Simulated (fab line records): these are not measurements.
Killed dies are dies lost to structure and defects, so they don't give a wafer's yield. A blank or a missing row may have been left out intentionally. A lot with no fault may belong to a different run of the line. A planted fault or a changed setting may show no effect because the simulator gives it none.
Chamber matching || flow sky130 || 4 sister chambers for SKY_VIA2_CMP_24 on cmp-01
The step polishes, stops on SiO2, t overpolish 20 s, target thk 0 nm. 8 wafers are shown with their chamber, then 7 later ones without.

## WAFERS WITH THEIR CHAMBER
{"wafer": "L677.1", "chamber": 0, "edge_zone_pressure_frac": 1.006, "slurry_flow_ml_min": 149.6}
{"wafer": "L677.2", "chamber": 1, "edge_zone_pressure_frac": 0.998, "slurry_flow_ml_min": 150.4}
{"wafer": "L679.3", "chamber": 2, "edge_zone_pressure_frac": 0.993, "slurry_flow_ml_min": 149.7}
{"wafer": "L686.1", "chamber": 3, "edge_zone_pressure_frac": 1.004, "slurry_flow_ml_min": 150.4}
{"wafer": "L686.2", "chamber": 1, "edge_zone_pressure_frac": 0.997, "slurry_flow_ml_min": 150.7}
{"wafer": "L686.5", "chamber": 2, "edge_zone_pressure_frac": 0.995, "slurry_flow_ml_min": 149.3}
{"wafer": "L687.3", "chamber": 3, "edge_zone_pressure_frac": 1.005, "slurry_flow_ml_min": 149.8}
{"wafer": "L687.4", "chamber": 0, "edge_zone_pressure_frac": 0.993, "slurry_flow_ml_min": 150.4}

## WAFERS MISSING THEIR CHAMBER
{"wafer": "L687.5", "edge_zone_pressure_frac": 1.008, "slurry_flow_ml_min": 149.8}
{"wafer": "L689.1", "edge_zone_pressure_frac": 0.999, "slurry_flow_ml_min": 150.2}
{"wafer": "L689.2", "edge_zone_pressure_frac": 1.002, "slurry_flow_ml_min": 150.4}
{"wafer": "L689.3", "edge_zone_pressure_frac": 0.990, "slurry_flow_ml_min": 150.1}
{"wafer": "L690.1", "edge_zone_pressure_frac": 0.999, "slurry_flow_ml_min": 149.1}
{"wafer": "L690.4", "edge_zone_pressure_frac": 1.003, "slurry_flow_ml_min": 149.8}
{"wafer": "L690.6", "edge_zone_pressure_frac": 1.005, "slurry_flow_ml_min": 150.5}

## CHAMBER TAKEN BY EACH
{"wafer": "L687.5", "from the rows above": "can't be placed: 3 or 0 or 1", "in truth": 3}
{"wafer": "L689.1", "from the rows above": "can't be placed: 0 or 1 or 3 or 2", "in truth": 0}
{"wafer": "L689.2", "from the rows above": "can't be placed: 3 or 1 or 0 or 2", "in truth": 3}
{"wafer": "L689.3", "from the rows above": "can't be placed: 2 or 1 or 0 or 3", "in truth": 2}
{"wafer": "L690.1", "from the rows above": "can't be placed: 2 or 0 or 3", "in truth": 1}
{"wafer": "L690.4", "from the rows above": "can't be placed: 3 or 0 or 2 or 1", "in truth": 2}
{"wafer": "L690.6", "from the rows above": "can't be placed: 3 or 1 or 0", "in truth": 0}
Correct placement for 0 of the 7. Cannot be placed on the basis of these rows: 7; the candidates contain the true chamber in 6. 0 placed wrongly.
How it was worked out, from the rows above alone: a wafer's distance from a chamber is the root of the sum, over the readings, of the square of ((its reading less the chamber's mean) divided by the reading's scatter). The wafer belongs to the nearest chamber; if the next one is less than 2 further off, it can't be placed. Each chamber's mean is taken over the wafers shown for it. The scatter is the square root of a quotient: the sum, over the shown wafers, of each reading's squared deviation from its chamber's mean, divided by wafers minus chambers.
